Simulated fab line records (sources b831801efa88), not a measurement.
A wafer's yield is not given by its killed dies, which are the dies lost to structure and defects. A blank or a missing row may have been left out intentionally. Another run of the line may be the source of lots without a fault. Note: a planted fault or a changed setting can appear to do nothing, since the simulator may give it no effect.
fab line records	flow gf180mcu
record: lots: 24	wafers: 72	last-day: 34
route steps=602 shown STI@14 PSD@259 CONTACT@311 M2@367 M4@459
lots that met no fault: from a run of the same line without faults
start-h: the number of hours between the record's first day and the start of the first shown wafer of the lot	wait-h: hours since the lot's step before	" repeats the value in the row above	L1.1+2: one row covering several wafers at once	- no value, or no start given	* or withheld: withheld	< > ~ a bound
route shown NAME@n: names a module that has steps shown in the file, with the first one's number in the route	usual: average and standard deviation across the fault-free wafers	same: alike in all rows	chamber/n: place in a boat	sites: the reading at each site	_std_site: the standard deviation of these	_edge_site: outer sites' mean less inner sites'	radius-mm: how far each site lies from the wafer's centre	mask NAME#n: copy n	behind: tool/chamber where the wafer was last shaped	hold: reason for holding the lot/hours on hold/outcome of the hold	device: transistor that didn't switch, given as n, p or np	end of line: the route-end tests of the same wafers	step lacking rows: just its recipe	killed: at the first sort, the dies lost to defects and structure; wafer yield is something else	map: dies across one wafer; x = killed, . = not, _ = none there
set.NAME: the setting that was run; set.NAME@STEP: the one run at that earlier step	model.NAME: the simulator's own value behind a step, which no gauge read
the route's steps for a sample of lots (tables are steps, rows are wafers)
services: a tool's chamber out of use, with start hour (start-h, from the record's first day; less than 0 if before it), hours out, and reason
== steps ==
step: GF_STI_ETCH_13
recipe: chemistry: CHF3/O2	stop-on: Si	over-etch-frac: 0.3	target-depth-a: 2823.1	source-w: 600	bias-w: 200	pressure-mtorr: 40	chf3-flow-sccm: 50	O2_flow_sccm: 5	time-s: 112.9
usual: drypump-motor-current-A: 5.7/0.43	oes-product-au: 0.831/0.0064	throttle-valve-pct: 8.809/0.0085
lot.wafer	tool	chamber	start-h	wait-h	drypump-motor-current-A	oes-product-au	rf-hours-counter-h	throttle-valve-pct
L074.2	rie-diel-01	2	25.47	0.1	5.1	0.823	176	8.816
L074.3	"	0	"	"	5.8	0.828	26	8.821
L074.4	"	3	"	"	6.0	0.829	114	8.814
L075.3	rie-diel-02	2	31.37	0.1	5.9	0.830	4	8.839
L075.4	"	3	"	"	5.0	0.824	8	8.825
L075.5	"	0	"	"	5.8	0.827	-	8.796
L076.3	rie-diel-04	0	35.86	0.1	6.1	0.831	162	8.810
L076.5	"	2	"	"	6.4	0.826	-	8.809
L076.6	"	3	"	"	5.9	0.828	-	8.810
L077.1	rie-diel-01	0	41.41	0.1	5.8	0.832	26	8.801
L077.2	"	3	"	"	6.0	0.826	114	8.819
L077.3	"	1	"	"	5.5	0.828	146	8.814
L078.2	rie-diel-01	0	45.21	0.1	5.8	0.829	26	8.801
L078.4	"	3	"	"	6.0	0.830	-	8.806
L078.6	"	0	"	"	5.8	0.831	-	8.805
L079.1	rie-diel-01	1	52.01	0.1	5.4	0.837	146	8.813
L079.3	"	0	"	"	5.8	0.840	27	8.810
L079.6	"	3	"	"	6.0	0.827	-	8.800
L080.2	rie-diel-02	2	57.01	0.1	5.9	0.841	5	8.808
L080.4	"	1	"	"	5.4	0.833	5	8.806
L080.5	"	0	"	"	5.9	0.840	-	8.820
L081.3	rie-diel-04	3	61.71	0.1	5.9	0.827	84	8.800
L081.4	"	0	"	"	6.1	0.839	163	8.805
L081.5	"	1	"	"	5.3	0.826	-	8.815
L082.1	rie-diel-01	0	68.61	0.1	5.8	0.837	27	8.817
L082.3	"	2	"	"	5.1	0.839	0	8.818
L082.5	"	0	"	"	5.8	0.843	-	8.812
L083.3	rie-diel-02	3	72.96	0.1	5.0	0.824	9	8.801
L083.4	"	0	"	"	5.8	0.832	4	8.810
L083.5	"	3	"	"	5.0	0.838	-	8.810
L084.1	rie-diel-04	3	79.01	0.1	5.9	0.837	84	8.804
L084.5	"	1	"	"	5.2	0.824	-	8.802
L084.6	"	2	"	"	6.5	0.834	-	8.807
L085.1	rie-diel-04	1	83.16	0.1	5.3	0.828	138	8.811
L085.2	"	3	"	"	5.8	0.827	85	8.827
L085.4	"	2	"	"	6.5	0.839	17	8.824
L086.2	rie-diel-04	1	87.46	0.1	5.3	0.830	138	8.814
L086.5	"	3	"	"	5.9	0.824	-	8.802
L086.6	"	0	"	"	6.1	0.824	-	8.804
L087.1	rie-diel-01	0	92.91	0.1	5.8	0.827	28	8.817
L087.2	"	3	"	"	6.0	0.838	116	8.794
L087.4	"	2	"	"	5.2	0.827	1	8.807
L088.2	rie-diel-04	3	99.46	0.1	5.8	0.830	85	8.810
L088.3	"	2	"	"	6.5	0.832	17	8.800
L088.6	"	3	"	"	5.9	0.831	-	8.819
L089.2	rie-diel-02	0	103.01	0.1	5.9	0.839	5	8.815
L089.4	"	0	"	"	5.8	0.838	-	8.812
L089.6	"	1	"	"	5.3	0.836	-	8.810
L090.1	rie-diel-04	1	110.06	0.1	5.3	0.835	139	8.800
L090.3	"	3	"	"	5.8	0.827	85	8.827
L090.5	"	0	"	"	6.1	0.835	-	8.803
L091.3	rie-diel-04	2	113.21	0.1	6.4	0.840	17	8.811
L091.4	"	3	"	"	5.9	0.834	85	8.811
L091.5	"	1	"	"	5.3	0.832	-	8.824
L092.1	rie-diel-04	3	117.71	0.1	5.8	0.831	85	8.818
L092.3	"	1	"	"	5.3	0.826	139	8.824
L092.6	"	2	"	"	6.5	0.826	-	8.810
L093.2	rie-diel-04	3	123.21	0.1	5.8	0.825	86	8.809
L093.4	"	2	"	"	6.5	0.838	-	8.810
L093.6	"	1	"	"	5.3	0.835	-	8.810
L094.1	rie-diel-01	3	128.31	0.1	6.0	0.830	117	8.795
L094.2	"	1	"	"	5.5	0.835	148	8.817
L094.3	"	2	"	"	5.1	0.830	2	8.805
L095.1	rie-diel-02	2	134.26	0.1	5.9	0.823	6	8.807
L095.3	"	3	"	"	5.0	0.823	12	8.806
L095.5	"	2	"	"	5.9	0.832	-	8.809
L096.2	rie-diel-01	2	138.51	0.1	5.1	0.834	2	8.810
L096.3	"	1	"	"	5.5	0.831	149	8.814
L096.4	"	1	"	"	5.5	0.827	-	8.792
L097.2	rie-diel-02	0	143.86	0.1	5.9	0.820	7	8.814
L097.3	"	1	"	"	5.3	0.821	7	8.804
L097.4	"	1	"	"	5.4	0.822	-	8.797
step: GF_PSD_TW_MEAS_11
usual: PSD_TW: 3184/32
lot.wafer	tool	chamber	start-h	wait-h	PSD_TW
L074.2	film-metro-01	-	321.21	0.1	3245
L074.3	"	-	"	"	3240
L074.4	"	-	"	"	3237
L075.3	film-metro-03	-	330.49	0.1	3169
L075.4	"	-	"	"	3179
L075.5	"	-	"	"	3196
L076.3	film-metro-03	-	332.37	0.1	3169
L076.5	"	-	"	"	3194
L076.6	"	-	"	"	3159
L077.1	film-metro-03	-	339.77	0.1	3160
L077.2	"	-	"	"	3156
L077.3	"	-	"	"	3167
L078.2	film-metro-04	-	351.20	0.1	3202
L078.4	"	-	"	"	3207
L078.6	"	-	"	"	3202
L079.1	film-metro-04	-	362.32	0.1	3172
L079.3	"	-	"	"	3177
L079.6	"	-	"	"	3157
L080.2	film-metro-03	-	370.89	0.1	3172
L080.4	"	-	"	"	3163
L080.5	"	-	"	"	3160
L081.3	film-metro-04	-	377.17	0.1	3149
L081.4	"	-	"	"	3152
L081.5	"	-	"	"	3154
L082.1	film-metro-04	-	388.69	0.1	3169
L082.3	"	-	"	"	3183
L082.5	"	-	"	"	3176
L083.3	film-metro-04	-	395.27	0.1	3170
L083.4	"	-	"	"	3181
L083.5	"	-	"	"	3167
L084.1	film-metro-04	-	403.99	0.1	3173
L084.5	"	-	"	"	3177
L084.6	"	-	"	"	3178
L085.1	film-metro-03	-	407.29	0.1	3143
L085.2	"	-	"	"	3147
L085.4	"	-	"	"	3159
L086.2	film-metro-03	-	420.35	0.1	3158
L086.5	"	-	"	"	3160
L086.6	"	-	"	"	3170
L087.1	film-metro-03	-	424.97	0.1	3169
L087.2	"	-	"	"	3179
L087.4	"	-	"	"	3193
L088.2	film-metro-03	-	446.15	0.1	3171
L088.3	"	-	"	"	3159
L088.6	"	-	"	"	3162
L089.2	film-metro-03	-	447.40	0.1	3162
L089.4	"	-	"	"	3177
L089.6	"	-	"	"	3167
L090.1	film-metro-01	-	455.84	0.1	3225
L090.3	"	-	"	"	3232
L090.5	"	-	"	"	3237
L091.3	film-metro-03	-	459.66	0.1	3152
L091.4	"	-	"	"	3169
L091.5	"	-	"	"	3142
L092.1	film-metro-01	-	466.17	0.1	3250
L092.3	"	-	"	"	3250
L092.6	"	-	"	"	3242
L093.2	film-metro-03	-	475.65	0.1	3151
L093.4	"	-	"	"	3159
L093.6	"	-	"	"	3141
L094.1	film-metro-04	-	487.04	0.1	3182
L094.2	"	-	"	"	3176
L094.3	"	-	"	"	3175
L095.1	film-metro-01	-	492.77	0.1	3248
L095.3	"	-	"	"	3228
L095.5	"	-	"	"	3242
L096.2	film-metro-04	-	497.70	0.1	3170
L096.3	"	-	"	"	3190
L096.4	"	-	"	"	3162
L097.2	film-metro-01	-	508.30	0.1	3241
L097.3	"	-	"	"	3241
L097.4	"	-	"	"	3229
step: GF_CONTACT_CVD_24
recipe: material: W	target-thk-nm: 300	time-s: 90.339	temp-c: 400	pressure-torr: 40
usual: heater-power-w: 830/24
lot.wafer	tool	chamber	start-h	wait-h	heater-power-w
L074.2	cvd-w-01	1	367.25	0.0	869
L074.3	"	0	"	"	862
L074.4	"	1	"	"	850
L075.3	cvd-w-01	1	376.99	0.1	873
L075.4	"	0	"	"	838
L075.5	"	0	"	"	872
L076.3	cvd-w-02	0	378.07	0.1	839
L076.5	"	0	"	"	805
L076.6	"	0	"	"	810
L077.1	cvd-w-01	1	387.31	0.0	861
L077.2	"	0	"	"	869
L077.3	"	1	"	"	845
L078.2	cvd-w-02	0	398.16	0.0	807
L078.4	"	0	"	"	812
L078.6	"	0	"	"	801
L079.1	cvd-w-01	0	410.16	0.0	816
L079.3	"	1	"	"	860
L079.6	"	1	"	"	835
L080.2	cvd-w-01	0	418.90	0.0	812
L080.4	"	1	"	"	865
L080.5	"	0	"	"	843
L081.3	cvd-w-01	1	425.29	0.1	864
L081.4	"	0	"	"	830
L081.5	"	0	"	"	800
L082.1	cvd-w-01	1	438.31	0.0	855
L082.3	"	0	"	"	816
L082.5	"	0	"	"	814
L083.3	cvd-w-01	1	444.87	0.1	832
L083.4	"	0	"	"	811
L083.5	"	1	"	"	837
L084.1	cvd-w-02	1	453.45	0.0	817
L084.5	"	1	"	"	842
L084.6	"	0	"	"	815
L085.1	cvd-w-01	1	457.68	0.0	846
L085.2	"	0	"	"	809
L085.4	"	1	"	"	870
L086.2	cvd-w-02	1	471.01	0.0	842
L086.5	"	0	"	"	810
L086.6	"	1	"	"	818
L087.1	cvd-w-01	0	474.31	0.0	842
L087.2	"	1	"	"	839
L087.4	"	0	"	"	799
L088.2	cvd-w-01	1	495.55	0.0	873
L088.3	"	1	"	"	865
L088.6	"	0	"	"	809
L089.2	cvd-w-02	1	497.10	0.0	825
L089.4	"	1	"	"	812
L089.6	"	0	"	"	826
L090.1	cvd-w-02	0	506.01	0.0	798
L090.3	"	1	"	"	816
L090.5	"	1	"	"	831
L091.3	cvd-w-02	0	510.15	0.1	813
L091.4	"	1	"	"	827
L091.5	"	0	"	"	821
L092.1	cvd-w-02	1	515.32	0.0	833
L092.3	"	0	"	"	799
L092.6	"	0	"	"	824
L093.2	cvd-w-01	0	524.53	0.0	809
L093.4	"	0	"	"	801
L093.6	"	0	"	"	798
L094.1	cvd-w-02	1	536.47	0.0	825
L094.2	"	0	"	"	831
L094.3	"	0	"	"	830
L095.1	cvd-w-01	1	540.90	0.0	831
L095.3	"	1	"	"	867
L095.5	"	1	"	"	856
L096.2	cvd-w-02	0	546.56	0.0	812
L096.3	"	0	"	"	833
L096.4	"	1	"	"	814
L097.2	cvd-w-01	0	555.56	0.0	805
L097.3	"	0	"	"	812
L097.4	"	1	"	"	858
step: GF_M2_RS_MEAS_05
recipe: thk-meas-gauge: four-point-probe	reads: TiN_of_M2_SPUTTER_04+Ti_of_M2_SPUTTER_03+AlCu_of_M2_SPUTTER_02+TiN_of_M2_SPUTTER_01+Ti_of_M2_SPUTTER_00
usual: M2_ALCU_RS: 0.0695/0.00076
lot.wafer	tool	chamber	start-h	wait-h	M2_ALCU_RS[ohm/sq]
L074.2	film-metro-01	-	415.66	0.0	0.0701
L074.3	"	-	"	"	0.0701
L074.4	"	-	"	"	0.0698
L075.3	film-metro-02	-	426.69	0.1	0.0695
L075.4	"	-	"	"	0.0690
L075.5	"	-	"	"	0.0700
L076.3	film-metro-03	-	428.37	0.1	0.0696
L076.5	"	-	"	"	0.0701
L076.6	"	-	"	"	0.0698
L077.1	film-metro-01	-	438.02	0.0	0.0687
L077.2	"	-	"	"	0.0678
L077.3	"	-	"	"	0.0684
L078.2	film-metro-03	-	450.39	0.0	0.0687
L078.4	"	-	"	"	0.0690
L078.6	"	-	"	"	0.0691
L079.1	film-metro-01	-	461.37	0.0	0.0695
L079.3	"	-	"	"	0.0699
L079.6	"	-	"	"	0.0690
L080.2	film-metro-01	-	470.15	0.0	0.0684
L080.4	"	-	"	"	0.0686
L080.5	"	-	"	"	0.0686
L081.3	film-metro-03	-	476.71	0.1	0.0694
L081.4	"	-	"	"	0.0700
L081.5	"	-	"	"	0.0697
L082.1	film-metro-03	-	489.65	0.0	0.0708
L082.3	"	-	"	"	0.0709
L082.5	"	-	"	"	0.0708
L083.3	film-metro-03	-	495.64	0.1	0.0686
L083.4	"	-	"	"	0.0685
L083.5	"	-	"	"	0.0683
L084.1	film-metro-03	-	504.38	0.0	0.0692
L084.5	"	-	"	"	0.0690
L084.6	"	-	"	"	0.0694
L085.1	film-metro-03	-	509.22	0.0	0.0686
L085.2	"	-	"	"	0.0682
L085.4	"	-	"	"	0.0678
L086.2	film-metro-03	-	522.92	0.0	0.0701
L086.5	"	-	"	"	0.0711
L086.6	"	-	"	"	0.0705
L087.1	film-metro-02	-	524.87	0.0	0.0694
L087.2	"	-	"	"	0.0687
L087.4	"	-	"	"	0.0693
L088.2	film-metro-03	-	545.89	0.0	0.0704
L088.3	"	-	"	"	0.0703
L088.6	"	-	"	"	0.0701
L089.2	film-metro-02	-	547.51	0.0	0.0689
L089.4	"	-	"	"	0.0695
L089.6	"	-	"	"	0.0696
L090.1	film-metro-03	-	555.52	0.0	0.0703
L090.3	"	-	"	"	0.0698
L090.5	"	-	"	"	0.0700
L091.3	film-metro-03	-	559.22	0.1	0.0703
L091.4	"	-	"	"	0.0702
L091.5	"	-	"	"	0.0698
L092.1	film-metro-02	-	564.69	0.0	0.0704
L092.3	"	-	"	"	0.0708
L092.6	"	-	"	"	0.0701
L093.2	film-metro-03	-	574.66	0.0	0.0692
L093.4	"	-	"	"	0.0691
L093.6	"	-	"	"	0.0688
L094.1	film-metro-03	-	584.41	0.0	0.0693
L094.2	"	-	"	"	0.0699
L094.3	"	-	"	"	0.0701
L095.1	film-metro-01	-	590.33	0.0	0.0704
L095.3	"	-	"	"	0.0705
L095.5	"	-	"	"	0.0705
L096.2	film-metro-02	-	593.44	0.0	0.0701
L096.3	"	-	"	"	0.0696
L096.4	"	-	"	"	0.0698
L097.2	film-metro-01	-	602.37	0.0	0.0690
L097.3	"	-	"	"	0.0701
L097.4	"	-	"	"	0.0693
step: GF_M2_THK_MEAS_06
recipe: thk-meas-gauge: xrf	reads: AlCu_of_M2_SPUTTER_02
usual: M2_ALCU_THK: 453/6.3
lot.wafer	tool	chamber	start-h	wait-h	M2_ALCU_THK[nm]
L074.2	film-metro-01	-	415.77	0.1	454
L074.3	"	-	"	"	457
L074.4	"	-	"	"	457
L075.3	film-metro-02	-	426.79	0.1	455
L075.4	"	-	"	"	457
L075.5	"	-	"	"	453
L076.3	film-metro-03	-	428.47	0.1	449
L076.5	"	-	"	"	446
L076.6	"	-	"	"	447
L077.1	film-metro-01	-	438.14	0.1	464
L077.2	"	-	"	"	468
L077.3	"	-	"	"	464
L078.2	film-metro-03	-	450.50	0.1	453
L078.4	"	-	"	"	452
L078.6	"	-	"	"	453
L079.1	film-metro-01	-	461.49	0.1	458
L079.3	"	-	"	"	454
L079.6	"	-	"	"	461
L080.2	film-metro-01	-	470.26	0.1	463
L080.4	"	-	"	"	465
L080.5	"	-	"	"	463
L081.3	film-metro-03	-	476.81	0.1	448
L081.4	"	-	"	"	447
L081.5	"	-	"	"	448
L082.1	film-metro-03	-	489.77	0.1	444
L082.3	"	-	"	"	444
L082.5	"	-	"	"	441
L083.3	film-metro-03	-	495.74	0.1	457
L083.4	"	-	"	"	458
L083.5	"	-	"	"	458
L084.1	film-metro-03	-	504.50	0.1	454
L084.5	"	-	"	"	451
L084.6	"	-	"	"	451
L085.1	film-metro-03	-	509.34	0.1	454
L085.2	"	-	"	"	462
L085.4	"	-	"	"	460
L086.2	film-metro-03	-	523.03	0.1	447
L086.5	"	-	"	"	441
L086.6	"	-	"	"	444
L087.1	film-metro-02	-	524.99	0.1	456
L087.2	"	-	"	"	457
L087.4	"	-	"	"	455
L088.2	film-metro-03	-	546.00	0.1	445
L088.3	"	-	"	"	446
L088.6	"	-	"	"	448
L089.2	film-metro-02	-	547.62	0.1	458
L089.4	"	-	"	"	455
L089.6	"	-	"	"	455
L090.1	film-metro-03	-	555.64	0.1	443
L090.3	"	-	"	"	446
L090.5	"	-	"	"	446
L091.3	film-metro-03	-	559.32	0.1	445
L091.4	"	-	"	"	446
L091.5	"	-	"	"	448
L092.1	film-metro-02	-	564.81	0.1	449
L092.3	"	-	"	"	448
L092.6	"	-	"	"	453
L093.2	film-metro-03	-	574.77	0.1	452
L093.4	"	-	"	"	451
L093.6	"	-	"	"	452
L094.1	film-metro-03	-	584.53	0.1	453
L094.2	"	-	"	"	447
L094.3	"	-	"	"	445
L095.1	film-metro-01	-	590.45	0.1	452
L095.3	"	-	"	"	451
L095.5	"	-	"	"	448
L096.2	film-metro-02	-	593.55	0.1	453
L096.3	"	-	"	"	451
L096.4	"	-	"	"	452
L097.2	film-metro-01	-	602.48	0.1	462
L097.3	"	-	"	"	453
L097.4	"	-	"	"	456
step: GF_M4_SPUTTER_03
recipe: material: Ti	target-thk-nm: 10	substrate-temp-c: 300	chamber-pressure-pa: 0.3	power-w: 3000	time-s: 6.7
usual: throttle-valve-pct: 30.5/0.84
lot.wafer	tool	chamber	start-h	wait-h	throttle-valve-pct
L074.2	pvd-sputter-02	-	516.27	0.0	29.7
L074.3	"	-	"	"	31.1
L074.4	"	-	"	"	31.5
L075.3	pvd-sputter-04	-	527.51	0.0	30.0
L075.4	"	-	"	"	30.6
L075.5	"	-	"	"	31.0
L076.3	pvd-sputter-02	-	528.85	0.0	30.9
L076.5	"	-	"	"	29.6
L076.6	"	-	"	"	31.5
L077.1	pvd-sputter-04	-	538.02	0.0	30.4
L077.2	"	-	"	"	31.1
L077.3	"	-	"	"	31.4
L078.2	pvd-sputter-02	-	548.62	0.0	30.7
L078.4	"	-	"	"	30.6
L078.6	"	-	"	"	30.7
L079.1	pvd-sputter-04	-	560.12	0.0	31.8
L079.3	"	-	"	"	30.6
L079.6	"	-	"	"	31.1
L080.2	pvd-sputter-04	-	568.67	0.0	30.1
L080.4	"	-	"	"	31.5
L080.5	"	-	"	"	30.2
L081.3	pvd-sputter-04	-	573.68	0.0	30.0
L081.4	"	-	"	"	30.8
L081.5	"	-	"	"	30.2
L082.1	pvd-sputter-01	-	586.49	0.0	28.2
L082.3	"	-	"	"	29.7
L082.5	"	-	"	"	30.5
L083.3	pvd-sputter-04	-	591.67	0.0	30.9
L083.4	"	-	"	"	30.8
L083.5	"	-	"	"	29.9
L084.1	pvd-sputter-04	-	599.90	0.0	30.2
L084.5	"	-	"	"	30.6
L084.6	"	-	"	"	30.4
L085.1	pvd-sputter-04	-	603.43	0.0	30.0
L085.2	"	-	"	"	31.0
L085.4	"	-	"	"	30.6
L086.2	pvd-sputter-02	-	616.93	0.0	31.8
L086.5	"	-	"	"	30.7
L086.6	"	-	"	"	31.0
L087.1	pvd-sputter-04	-	618.57	0.0	30.9
L087.2	"	-	"	"	30.1
L087.4	"	-	"	"	31.6
L088.2	pvd-sputter-02	-	638.37	0.0	30.8
L088.3	"	-	"	"	30.6
L088.6	"	-	"	"	29.9
L089.2	pvd-sputter-01	-	642.43	0.0	30.7
L089.4	"	-	"	"	28.2
L089.6	"	-	"	"	30.3
L090.1	pvd-sputter-01	-	646.73	0.0	28.0
L090.3	"	-	"	"	30.3
L090.5	"	-	"	"	30.6
L091.3	pvd-sputter-04	-	649.05	0.0	31.1
L091.4	"	-	"	"	31.8
L091.5	"	-	"	"	30.2
L092.1	pvd-sputter-04	-	654.72	0.0	31.7
L092.3	"	-	"	"	30.9
L092.6	"	-	"	"	30.5
L093.2	pvd-sputter-01	-	663.01	0.0	27.8
L093.4	"	-	"	"	30.8
L093.6	"	-	"	"	29.8
L094.1	pvd-sputter-04	-	671.44	0.0	31.9
L094.2	"	-	"	"	30.4
L094.3	"	-	"	"	30.4
L095.1	pvd-sputter-02	-	677.18	0.0	29.5
L095.3	"	-	"	"	30.5
L095.5	"	-	"	"	31.6
L096.2	pvd-sputter-01	-	680.55	0.0	29.7
L096.3	"	-	"	"	30.6
L096.4	"	-	"	"	27.9
L097.2	pvd-sputter-01	-	686.81	0.0	30.1
L097.3	"	-	"	"	28.1
L097.4	"	-	"	"	30.4
== services ==
tool	chamber	start-h	hours	kind
rie-diel-04	0	63.66	8.7	repair
pvd-sputter-04	-	91.79	2.4	repair
rie-diel-04	-	99.74	0.4	repair
pvd-sputter-04	-	131.43	3.1	repair
pvd-sputter-04	-	163.29	7.8	repair
cvd-w-01	-	165.82	1.3	repair
rie-diel-04	-	170.41	0.3	repair
rie-diel-04	2	184.16	3.8	repair
rie-diel-04	0	186.19	14.7	repair
cvd-w-01	-	213.51	6.0	pm
rie-diel-04	0	263.92	3.8	repair
pvd-sputter-04	-	274.37	0.7	repair
rie-diel-04	3	344.04	28.2	repair
cvd-w-02	0	355.34	9.4	repair
rie-diel-04	2	371.51	3.9	repair
cvd-w-02	1	377.19	4.4	repair
cvd-w-01	-	390.00	14.0	pm
cvd-w-02	0	405.21	4.4	repair
pvd-sputter-04	-	445.61	4.3	repair
rie-diel-04	1	461.36	7.9	repair
rie-diel-04	3	461.54	13.0	repair
cvd-w-01	-	569.94	0.5	repair
cvd-w-01	-	639.49	1.1	repair
cvd-w-01	0	666.90	4.5	repair
== key ==
fault none
